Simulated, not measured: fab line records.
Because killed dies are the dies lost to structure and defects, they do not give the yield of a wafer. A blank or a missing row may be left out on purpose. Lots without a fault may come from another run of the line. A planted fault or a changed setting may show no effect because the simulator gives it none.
What tool caused it? / flow sky130 / 18 wafers from 6 lots sampled at 2 of the route's 708 steps

WHAT THE GAUGES SHOWED, per wafer
SKY_VIA4_RS_MEAS_19: uses a four-point probe to measure.
lot=L933; measured=day 43 01:53; on=filmMetro-03; VIA4_W_RS (ohm/sq)=0.2177 0.2197 0.2164
lot=L941; measured=day 46 01:43; on=filmMetro-01; VIA4_W_RS (ohm/sq)=0.2185 0.2170 0.2164
lot=L945; measured=day 46 23:52; on=filmMetro-01; VIA4_W_RS (ohm/sq)=0.2191 0.2193 0.2237
lot=L948; measured=day 47 09:20; on=filmMetro-01; VIA4_W_RS (ohm/sq)=0.2235 0.2213 0.2230
lot=L950; measured=day 47 14:57; on=filmMetro-01; VIA4_W_RS (ohm/sq)=0.2163 0.2188 0.2154
lot=L952; measured=day 48 04:47; on=filmMetro-03; VIA4_W_RS (ohm/sq)=0.2220 0.2160 0.2204

TOOL THAT RAN EACH LOT (tool first, then ch and the chambers of the sampled wafers, then the start)
lot=L933; SKY_METAL2_SPUTTER_02=pvdSputter-03, day 34 08:50
lot=L941; SKY_METAL2_SPUTTER_02=pvdSputter-01, day 37 19:56
lot=L945; SKY_METAL2_SPUTTER_02=pvdSputter-03, day 39 01:32
lot=L948; SKY_METAL2_SPUTTER_02=pvdSputter-03, day 39 12:31
lot=L950; SKY_METAL2_SPUTTER_02=pvdSputter-03, day 39 16:23
lot=L952; SKY_METAL2_SPUTTER_02=pvdSputter-03, day 40 11:54
- SKY_METAL2_SPUTTER_02: material AlCu, target thk 250 nm, time 13.3 s.

THE ANSWER, worked out from the rows above alone
Rule: the usual values come from the lots themselves. The widest of any qualifying gaps counts: lots, ordered by their means at a reading, are off when they make up no more than a third of the lots, leave a main group of 4 or more, and stand apart from it by 3 or more times the standard deviation of that group's means. The tables above print the reading to a certain number of digits; a main group whose means all agree to those digits is not used. Also off: a lot with no number at a reading for which 4 or more lots have one. All remaining lots with rows at the step are treated as sound.
No lot is off on any of the readings shown, so nothing can be concluded from this.

WHAT HAD BEEN PUT IN BY THE SIMULATOR
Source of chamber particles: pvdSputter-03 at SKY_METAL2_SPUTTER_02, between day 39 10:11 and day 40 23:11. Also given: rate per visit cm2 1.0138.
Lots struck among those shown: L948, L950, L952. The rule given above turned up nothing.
